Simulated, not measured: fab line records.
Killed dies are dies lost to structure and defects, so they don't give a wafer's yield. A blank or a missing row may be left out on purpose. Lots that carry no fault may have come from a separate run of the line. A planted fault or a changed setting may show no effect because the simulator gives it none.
fab line records | flow sfqLine
record: lots: 5 | wafers: 15 | lastDay: 92
route steps=325 shown L0@5 L0V@16
lots that met no fault: taken from a fault-free run of the same line
startH: hours from the record's first day to the start of the lot's first wafer shown | waitH: hours from the lot's prior step to this one | " repeats the value in the row above | L1.1+2: a single row standing in for several wafers | - no value, or no start was given | * or withheld: withheld | < > ~ a bound
route shown NAME@n: NAME is a module with steps in the file, n the number in the route of the first one | usual: mean/standard deviation of fault-free wafers | same: alike in all rows | chamber/n: place in a boat | sites: per-site readings | _std_site: standard deviation across them | _edge_site: mean of outer sites minus mean of inner sites | radiusMm: how far each site lies from the wafer's centre | mask NAME#n: copy n | behind: tool/chamber where the wafer was last shaped | hold: why the lot went on hold/how many hours it stayed there/how the hold came to an end | device: which transistor (n, p or np) failed to switch | end of line: tests of these same wafers at the route's end | a step without rows: its recipe alone | killed: dies lost to structure and defects at the first sort, not the wafer's yield | map: a wafer's dies, x killed, . not, _ none there
set.NAME: the setting as run; set.NAME@STEP: as run at that earlier step | model.NAME: the simulator's own value behind a step, which no gauge read
lots at some steps of the route; a table a step, a row a wafer
services: from which hour (startH, from the record's first day; less than 0 if before it) a tool's chamber was out of use, for how many hours, and why
== steps ==
step: SFQ_L0_THK_MEAS_902
recipe: thkMeasGauge: xrf | reads: MoNx_KI_of_TRILAYER_L0_DEP_SPUTTER_003
usual: L0_MONX_KI_THK: 40.3/0.36
lot.wafer | tool         | chamber | startH | waitH | L0_MONX_KI_THK[nm]
L076.2    | filmMetro-02 | -       | 22.69  | 0.1   | 40.2
L076.5    | "            | -       | "      | "     | 40.3
L076.6    | "            | -       | "      | "     | 40.2
L081.3    | filmMetro-03 | -       | 47.70  | 0.1   | 41.1
L081.5    | "            | -       | "      | "     | 40.5
L081.6    | "            | -       | "      | "     | 40.5
L085.2    | filmMetro-03 | -       | 67.69  | 0.1   | 40.3
L085.5    | "            | -       | "      | "     | 40.4
L085.6    | "            | -       | "      | "     | 40.2
L087.1    | filmMetro-02 | -       | 77.68  | 0.1   | 40.1
L087.2    | "            | -       | "      | "     | 40.4
L087.5    | "            | -       | "      | "     | 40.4
L096.3    | filmMetro-04 | -       | 122.70 | 0.1   | 40.5
L096.4    | "            | -       | "      | "     | 40.1
L096.5    | "            | -       | "      | "     | 39.9
step: SFQ_TRILAYER_L0_LITHO_COAT_010
recipe: resist: BARC | spinRpm: 3000 | resistThkNm: 62
lot.wafer  | tool          | chamber | startH | waitH
L076.2+5+6 | lithoTrack-02 | 0       | 22.79  | 0.1
L081.3+5+6 | lithoTrack-03 | 0       | 47.84  | 0.1
L085.2+5+6 | lithoTrack-03 | 0       | 67.79  | 0.1
L087.1+2+5 | lithoTrack-03 | 0       | 77.74  | 0.1
L096.3+4+5 | lithoTrack-02 | 0       | 123.05 | 0.3
step: SFQ_TRILAYER_L0_LITHO_COAT_005
recipe: resist: KrF | spinRpm: 3000 | resistThkNm: 600
lot.wafer  | tool          | chamber | startH | waitH
L076.2+5+6 | lithoTrack-02 | 0       | 23.09  | 0.2
L081.3+5+6 | lithoTrack-03 | 0       | 48.14  | 0.2
L085.2+5+6 | lithoTrack-03 | 0       | 68.09  | 0.2
L087.1+2+5 | lithoTrack-03 | 0       | 78.04  | 0.2
L096.3+4+5 | lithoTrack-02 | 0       | 123.35 | 0.2
step: SFQ_TRILAYER_L0_LITHO_SOFTBAKE_009
recipe: tempC: withheld | timeS: withheld | resist: KrF
lot.wafer  | tool          | chamber | startH | waitH
L076.2+5+6 | lithoTrack-02 | 0       | 23.37  | 0.2
L081.3+5+6 | lithoTrack-03 | 0       | 48.39  | 0.2
L085.2+5+6 | lithoTrack-03 | 0       | 68.37  | 0.2
L087.1+2+5 | lithoTrack-03 | 0       | 78.34  | 0.2
L096.3+4+5 | lithoTrack-02 | 0       | 123.60 | 0.2
step: SFQ_TRILAYER_L0_LITHO_EXPOSE_006
recipe: maskId: L0 | na: 0.6 | sourceShape: conventional | sigmaOuter: 0.65 | targetCdNm: 2000 | doseMj: 14.4
lot.wafer  | tool          | chamber | startH | waitH | mask
L076.2+5+6 | krfScanner-01 | 0       | 86.87  | -     | L0#0
L081.3+5+6 | krfScanner-02 | 0       | 121.85 | -     | L0#0
L085.2+5+6 | krfScanner-01 | 0       | 144.57 | -     | L0#0
L087.1+2+5 | krfScanner-02 | 0       | 160.97 | -     | L0#0
L096.3+4+5 | krfScanner-02 | 0       | 215.47 | -     | L0#0
step: SFQ_TRILAYER_L0_LITHO_PEB_008
recipe: pebTempC: 115 | pebTimeS: 60 | resist: KrF
lot.wafer  | tool          | chamber | startH | waitH
L076.2+5+6 | lithoTrack-03 | 0       | 87.89  | 0.8
L081.3+5+6 | lithoTrack-02 | 0       | 122.70 | 0.7
L085.2+5+6 | lithoTrack-01 | 0       | 145.59 | 0.8
L087.1+2+5 | lithoTrack-01 | 0       | 162.17 | 1.0
L096.3+4+5 | lithoTrack-03 | 0       | 216.32 | 0.7
step: SFQ_TRILAYER_L0_LITHO_DEVELOP_007
recipe: timeS: 60 | resist: KrF
lot.wafer  | tool          | chamber | startH | waitH
L076.2+5+6 | lithoTrack-03 | 0       | 88.04  | 0.1
L081.3+5+6 | lithoTrack-02 | 0       | 122.85 | 0.1
L085.2+5+6 | lithoTrack-01 | 0       | 145.74 | 0.1
L087.1+2+5 | lithoTrack-01 | 0       | 162.32 | 0.1
L096.3+4+5 | lithoTrack-03 | 0       | 216.47 | 0.1
step: SFQ_TRILAYER_L0_BARC_OPEN_METAL_ETCH_010
recipe: maskMaterial: PR | chemistry: O2 | targetDepthNm: 125 | target: BARC | icpW: 600 | biasW: 80 | pressureMtorr: 10 | timeS: 41.7
usual: drypumpMotorCurrentA: 5.5/0.31 | oesProductAu: 0.685/0.0049
lot.wafer | tool        | chamber | startH | waitH | drypumpMotorCurrentA | oesProductAu | rfHoursCounterH
L076.2    | rieMetal-01 | 1       | 88.17  | 0.1   | 6.0                  | 0.685        | 165
L076.5    | "           | 1       | "      | "     | 6.0                  | 0.682        | -
L076.6    | "           | 0       | "      | "     | 5.3                  | 0.677        | -
L081.3    | rieMetal-04 | 0       | 122.99 | 0.1   | 5.4                  | 0.681        | -
L081.5    | "           | 0       | "      | "     | 5.4                  | 0.688        | -
L081.6    | "           | 0       | "      | "     | 5.4                  | 0.684        | -
L085.2    | rieMetal-04 | 1       | 145.89 | 0.1   | 5.5                  | 0.680        | -
L085.5    | "           | 1       | "      | "     | 5.5                  | 0.678        | -
L085.6    | "           | 1       | "      | "     | 5.5                  | 0.683        | -
L087.1    | rieMetal-04 | 1       | 162.47 | 0.1   | 5.5                  | 0.674        | 40
L087.2    | "           | 0       | "      | "     | 5.4                  | 0.688        | 95
L087.5    | "           | 0       | "      | "     | 5.4                  | 0.684        | -
L096.3    | rieMetal-03 | 0       | 216.59 | 0.1   | 5.9                  | 0.687        | -
L096.4    | "           | 1       | "      | "     | 5.1                  | 0.692        | -
L096.5    | "           | 1       | "      | "     | 5.2                  | 0.688        | -
step: SFQ_TRILAYER_L0_ETCH_METAL_ETCH_008
recipe: target: MoNx_KI | stopOn: SiO2 | maskMaterial: PR | chemistry: SF6/O2 | targetDepthNm: 50 | icpW: 600 | biasW: 80 | pressureMtorr: 10 | timeS: 25
usual: drypumpMotorCurrentA: 5.5/0.31 | oesProductAu: 0.874/0.006
lot.wafer | tool        | chamber | startH | waitH | drypumpMotorCurrentA | oesProductAu | rfHoursCounterH
L076.2    | rieMetal-01 | 1       | 88.23  | 0.0   | 6.0                  | 0.872        | 165
L076.5    | "           | 1       | "      | "     | 6.0                  | 0.867        | -
L076.6    | "           | 0       | "      | "     | 5.3                  | 0.878        | -
L081.3    | rieMetal-04 | 0       | 123.10 | 0.1   | 5.4                  | 0.883        | -
L081.5    | "           | 0       | "      | "     | 5.4                  | 0.878        | -
L081.6    | "           | 0       | "      | "     | 5.4                  | 0.867        | -
L085.2    | rieMetal-04 | 1       | 146.00 | 0.1   | 5.5                  | 0.873        | -
L085.5    | "           | 1       | "      | "     | 5.5                  | 0.882        | -
L085.6    | "           | 1       | "      | "     | 5.5                  | 0.871        | -
L087.1    | rieMetal-04 | 1       | 162.53 | 0.0   | 5.5                  | 0.884        | 40
L087.2    | "           | 0       | "      | "     | 5.4                  | 0.873        | 95
L087.5    | "           | 0       | "      | "     | 5.4                  | 0.876        | -
L096.3    | rieMetal-03 | 0       | 216.65 | 0.0   | 5.9                  | 0.868        | -
L096.4    | "           | 1       | "      | "     | 5.2                  | 0.873        | -
L096.5    | "           | 1       | "      | "     | 5.2                  | 0.860        | -
step: SFQ_TRILAYER_L0_STRIP_STRIP_009
recipe: gas: O2 | powerW: 200 | platenTempC: 40 | overashFraction: 0.65 | chemistry: O2 | pressureMtorr: 50
usual: drypumpMotorCurrentA: 5.5/0.31 | oesProductAu: 1.003/0.013
lot.wafer | tool        | chamber | startH | waitH | drypumpMotorCurrentA | oesProductAu | rfHoursCounterH
L076.2    | rieMetal-01 | 1       | 88.27  | 0.0   | 6.0                  | 1.011        | 165
L076.5    | "           | 1       | "      | "     | 6.0                  | 0.999        | -
L076.6    | "           | 0       | "      | "     | 5.3                  | 0.987        | -
L081.3    | rieMetal-04 | 0       | 123.56 | 0.4   | 5.4                  | 1.013        | -
L081.5    | "           | 0       | "      | "     | 5.4                  | 1.013        | -
L081.6    | "           | 0       | "      | "     | 5.4                  | 1.012        | -
L085.2    | rieMetal-04 | 1       | 146.28 | 0.3   | 5.5                  | 1.011        | -
L085.5    | "           | 1       | "      | "     | 5.5                  | 1.007        | -
L085.6    | "           | 1       | "      | "     | 5.5                  | 1.003        | -
L087.1    | rieMetal-04 | 1       | 162.58 | 0.0   | 5.5                  | 1.006        | 40
L087.2    | "           | 0       | "      | "     | 5.4                  | 1.002        | 95
L087.5    | "           | 0       | "      | "     | 5.4                  | 1.006        | -
L096.3    | rieMetal-03 | 0       | 216.88 | 0.2   | 5.9                  | 1.023        | -
L096.4    | "           | 1       | "      | "     | 5.2                  | 0.996        | -
L096.5    | "           | 1       | "      | "     | 5.2                  | 0.997        | -
step: SFQ_TRILAYER_L0_STRIP_SOLV_CLEAN_010
recipe: chemistry: NMP | tempC: 70 | timeS: 600
usual: tempC: 70.00/0.11
lot.wafer | tool        | chamber | startH | waitH | tempC
L076.2    | wetBench-01 | 2       | 88.87  | 0.4   | 70.03
L076.5    | "           | 7       | "      | "     | 70.04
L076.6    | "           | 3       | "      | "     | 70.04
L081.3    | wetBench-02 | 2       | 124.36 | 0.6   | 69.88
L081.5    | "           | 6       | "      | "     | 70.11
L081.6    | "           | 4       | "      | "     | 70.07
L085.2    | wetBench-02 | 3       | 147.28 | 0.8   | 69.99
L085.5    | "           | 0       | "      | "     | 70.04
L085.6    | "           | 2       | "      | "     | 69.85
L087.1    | wetBench-01 | 1       | 163.18 | 0.4   | 70.08
L087.2    | "           | 4       | "      | "     | 69.99
L087.5    | "           | 5       | "      | "     | 69.80
L096.3    | wetBench-02 | 3       | 217.28 | 0.2   | 70.09
L096.4    | "           | 2       | "      | "     | 70.08
L096.5    | "           | 6       | "      | "     | 69.82
step: SFQ_TRILAYER_L0_CAP_PECVD_011
recipe: material: SiO2 | tempC: 150 | timeS: 13.333 | pressureTorr: 2.4 | rfW: 183.3 | precursor: SiH4/N2O | targetThkNm: 60
usual: chamberPressureTorr: 2.400/0.0049 | heaterPowerW: 83/12 | susceptorTempC: 150.01/0.15 | throttleValvePct: 24.9/1.5
lot.wafer | tool     | chamber | startH | waitH | chamberPressureTorr | heaterPowerW | susceptorTempC | throttleValvePct
L076.2    | pecvd-03 | 2       | 89.05  | 0.0   | 2.401               | 93           | 149.84         | 25.2
L076.5    | "        | 2       | "      | "     | 2.403               | 95           | 150.25         | 25.0
L076.6    | "        | 0       | "      | "     | 2.399               | 107          | 150.25         | 23.6
L081.3    | pecvd-03 | 1       | 124.54 | 0.0   | 2.398               | 86           | 149.98         | 23.9
L081.5    | "        | 1       | "      | "     | 2.394               | 86           | 149.95         | 23.9
L081.6    | "        | 0       | "      | "     | 2.402               | 97           | 150.15         | 23.6
L085.2    | pecvd-04 | 1       | 147.63 | 0.0   | 2.399               | 79           | 149.67         | 28.3
L085.5    | "        | 2       | "      | "     | 2.388               | 73           | 149.92         | 25.6
L085.6    | "        | 1       | "      | "     | 2.398               | 83           | 149.80         | 28.4
L087.1    | pecvd-03 | 2       | 163.35 | 0.0   | 2.395               | 83           | 150.11         | 25.2
L087.2    | "        | 0       | "      | "     | 2.386               | 108          | 150.00         | 23.9
L087.5    | "        | 2       | "      | "     | 2.397               | 84           | 150.16         | 25.3
L096.3    | pecvd-04 | 2       | 217.45 | 0.0   | 2.400               | 69           | 149.95         | 25.3
L096.4    | "        | 0       | "      | "     | 2.397               | 72           | 149.62         | 25.9
L096.5    | "        | 1       | "      | "     | 2.397               | 88           | 150.22         | 28.5
step: SFQ_TRILAYER_L0_VIA_LITHO_COAT_018
recipe: resist: BARC | spinRpm: 3000 | resistThkNm: 62
lot.wafer  | tool          | chamber | startH | waitH
L076.2+5+6 | lithoTrack-04 | 0       | 89.12  | 0.1
L081.3+5+6 | lithoTrack-01 | 0       | 124.66 | 0.1
L085.2+5+6 | lithoTrack-04 | 0       | 147.70 | 0.1
L087.1+2+5 | lithoTrack-03 | 0       | 163.41 | 0.0
L096.3+4+5 | lithoTrack-04 | 0       | 217.58 | 0.1
step: SFQ_TRILAYER_L0_VIA_LITHO_COAT_013
recipe: resist: KrF | spinRpm: 3000 | resistThkNm: 650
lot.wafer  | tool          | chamber | startH | waitH
L076.2+5+6 | lithoTrack-04 | 0       | 89.42  | 0.2
L081.3+5+6 | lithoTrack-01 | 0       | 124.96 | 0.2
L085.2+5+6 | lithoTrack-04 | 0       | 148.00 | 0.2
L087.1+2+5 | lithoTrack-03 | 0       | 163.71 | 0.2
L096.3+4+5 | lithoTrack-04 | 0       | 217.88 | 0.2
step: SFQ_TRILAYER_L0_VIA_LITHO_SOFTBAKE_017
recipe: tempC: withheld | timeS: withheld | resist: KrF
lot.wafer  | tool          | chamber | startH | waitH
L076.2+5+6 | lithoTrack-04 | 0       | 89.70  | 0.2
L081.3+5+6 | lithoTrack-01 | 0       | 125.21 | 0.2
L085.2+5+6 | lithoTrack-04 | 0       | 148.28 | 0.2
L087.1+2+5 | lithoTrack-03 | 0       | 164.01 | 0.2
L096.3+4+5 | lithoTrack-04 | 0       | 218.13 | 0.2
step: SFQ_TRILAYER_L0_VIA_LITHO_EXPOSE_014
recipe: maskId: L0V | na: 0.6 | sourceShape: conventional | sigmaOuter: 0.65 | targetCdNm: 700 | doseMj: 21.3
lot.wafer  | tool          | chamber | startH | waitH | mask
L076.2+5+6 | krfScanner-02 | 0       | 179.17 | -     | L0V#0
L081.3+5+6 | krfScanner-02 | 0       | 217.87 | -     | L0V#0
L085.2+5+6 | krfScanner-01 | 0       | 249.77 | -     | L0V#0
L087.1+2+5 | krfScanner-01 | 0       | 263.97 | -     | L0V#0
L096.3+4+5 | krfScanner-02 | 0       | 331.09 | -     | L0V#0
step: SFQ_TRILAYER_L0_VIA_LITHO_PEB_016
recipe: pebTempC: 115 | pebTimeS: 60 | resist: KrF
lot.wafer  | tool          | chamber | startH | waitH
L076.2+5+6 | lithoTrack-04 | 0       | 180.20 | 0.8
L081.3+5+6 | lithoTrack-04 | 0       | 218.72 | 0.7
L085.2+5+6 | lithoTrack-04 | 0       | 250.79 | 0.8
L087.1+2+5 | lithoTrack-04 | 0       | 265.17 | 1.0
L096.3+4+5 | lithoTrack-03 | 0       | 331.94 | 0.7
step: SFQ_TRILAYER_L0_VIA_LITHO_DEVELOP_015
recipe: timeS: 60 | resist: KrF
lot.wafer  | tool          | chamber | startH | waitH
L076.2+5+6 | lithoTrack-04 | 0       | 180.35 | 0.1
L081.3+5+6 | lithoTrack-04 | 0       | 218.87 | 0.1
L085.2+5+6 | lithoTrack-04 | 0       | 250.94 | 0.1
L087.1+2+5 | lithoTrack-04 | 0       | 265.32 | 0.1
L096.3+4+5 | lithoTrack-03 | 0       | 332.09 | 0.1
step: SFQ_L0V_OVL_MEAS_903
usual: L0V_OVL: 0/5.1
lot.wafer | tool       | chamber | startH | waitH | L0V_OVL[nm]
L076.2    | overlay-01 | -       | 180.48 | 0.1   | -7
L076.5    | "          | -       | "      | "     | 0
L076.6    | "          | -       | "      | "     | 3
L081.3    | overlay-01 | -       | 218.99 | 0.1   | -6
L081.5    | "          | -       | "      | "     | 1
L081.6    | "          | -       | "      | "     | 9
L085.2    | overlay-01 | -       | 251.07 | 0.1   | -11
L085.5    | "          | -       | "      | "     | -12
L085.6    | "          | -       | "      | "     | -3
L087.1    | overlay-02 | -       | 265.47 | 0.1   | -7
L087.2    | "          | -       | "      | "     | -4
L087.5    | "          | -       | "      | "     | -9
L096.3    | overlay-01 | -       | 332.20 | 0.1   | -8
L096.4    | "          | -       | "      | "     | 1
L096.5    | "          | -       | "      | "     | -2
step: SFQ_TRILAYER_L0_VIA_BARC_OPEN_VIA_ETCH_021
recipe: maskMaterial: PR | chemistry: O2 | targetDepthNm: 125 | target: BARC | sourceW: 500 | biasW: 80 | pressureMtorr: 30 | timeS: 41.7
usual: drypumpMotorCurrentA: 5.6/0.46 | oesProductAu: 0.685/0.0049
lot.wafer | tool       | chamber | startH | waitH | drypumpMotorCurrentA | oesProductAu | rfHoursCounterH
L076.2    | rieDiel-01 | 0       | 180.51 | 0.0   | 5.9                  | 0.692        | 5
L076.5    | "          | 3       | "      | "     | 4.8                  | 0.677        | -
L076.6    | "          | 0       | "      | "     | 5.9                  | 0.689        | -
L081.3    | rieDiel-01 | 1       | 219.01 | 0.0   | 6.0                  | 0.685        | 9
L081.5    | "          | 3       | "      | "     | 4.9                  | 0.686        | -
L081.6    | "          | 2       | "      | "     | 5.7                  | 0.686        | -
L085.2    | rieDiel-02 | 3       | 251.10 | 0.0   | 6.2                  | 0.682        | 12
L085.5    | "          | 0       | "      | "     | 5.8                  | 0.681        | -
L085.6    | "          | 3       | "      | "     | 6.2                  | 0.683        | -
L087.1    | rieDiel-02 | 3       | 265.50 | 0.0   | 6.3                  | 0.682        | 12
L087.2    | "          | 1       | "      | "     | 5.4                  | 0.691        | 54
L087.5    | "          | 3       | "      | "     | 6.2                  | 0.692        | -
L096.3    | rieDiel-03 | 0       | 332.22 | 0.0   | 5.3                  | 0.683        | 46
L096.4    | "          | 2       | "      | "     | 5.1                  | 0.686        | 27
L096.5    | "          | 1       | "      | "     | 4.8                  | 0.691        | -
step: SFQ_TRILAYER_L0_VIA_ETCH_VIA_ETCH_016
recipe: target: SiO2 | stopOn: MoNx_KI | maskMaterial: PR | chemistry: CHF3 | targetDepthNm: 80 | sourceW: 500 | biasW: 80 | pressureMtorr: 30 | timeS: withheld
usual: drypumpMotorCurrentA: 5.6/0.46 | oesProductAu: 0.842/0.0092
lot.wafer | tool       | chamber | startH | waitH | drypumpMotorCurrentA | oesProductAu
L076.2    | rieDiel-01 | 0       | 180.55 | 0.0   | 5.9                  | 0.845
L076.5    | "          | 3       | "      | "     | 4.8                  | 0.861
L076.6    | "          | 0       | "      | "     | 6.0                  | 0.850
L081.3    | rieDiel-01 | 1       | 219.05 | 0.0   | 6.0                  | 0.821
L081.5    | "          | 3       | "      | "     | 4.8                  | 0.828
L081.6    | "          | 2       | "      | "     | 5.7                  | 0.843
L085.2    | rieDiel-02 | 3       | 251.14 | 0.0   | 6.3                  | 0.831
L085.5    | "          | 0       | "      | "     | 5.9                  | 0.842
L085.6    | "          | 3       | "      | "     | 6.3                  | 0.857
L087.1    | rieDiel-02 | 3       | 265.54 | 0.0   | 6.2                  | 0.840
L087.2    | "          | 1       | "      | "     | 5.4                  | 0.851
L087.5    | "          | 3       | "      | "     | 6.2                  | 0.856
L096.3    | rieDiel-03 | 0       | 332.26 | 0.0   | 5.3                  | 0.823
L096.4    | "          | 2       | "      | "     | 5.1                  | 0.839
L096.5    | "          | 1       | "      | "     | 4.8                  | 0.837
== services ==
tool          | chamber | startH | hours | kind
krfScanner-01 | -       | 4.63   | 0.7   | repair
krfScanner-02 | -       | 6.47   | 4.4   | pm
krfScanner-02 | -       | 12.04  | 1.3   | pm
krfScanner-01 | -       | 19.77  | 1.0   | pm
rieDiel-02    | 1       | 25.09  | 2.5   | repair
krfScanner-01 | -       | 30.35  | 2.4   | repair
krfScanner-02 | -       | 60.14  | 0.8   | pm
rieDiel-01    | -       | 67.99  | 2.7   | repair
krfScanner-02 | -       | 87.29  | 3.6   | pm
krfScanner-02 | -       | 90.85  | 21.0  | pm
rieDiel-02    | 2       | 107.23 | 9.8   | repair
rieDiel-01    | 2       | 111.04 | 8.3   | repair
krfScanner-01 | -       | 111.87 | 1.3   | pm
rieMetal-04   | 1       | 114.57 | 9.9   | repair
rieDiel-02    | -       | 128.68 | 2.8   | pm
rieMetal-04   | 0       | 138.44 | 10.4  | repair
krfScanner-02 | -       | 143.05 | 1.0   | pm
krfScanner-01 | -       | 145.57 | 4.4   | pm
krfScanner-02 | -       | 187.37 | 1.3   | pm
rieMetal-04   | -       | 200.26 | 0.3   | repair
krfScanner-02 | -       | 228.27 | 0.8   | pm
krfScanner-02 | -       | 246.09 | 4.0   | pm
krfScanner-02 | -       | 293.00 | 4.3   | repair
krfScanner-02 | -       | 314.09 | 1.0   | pm
== key ==
fault none
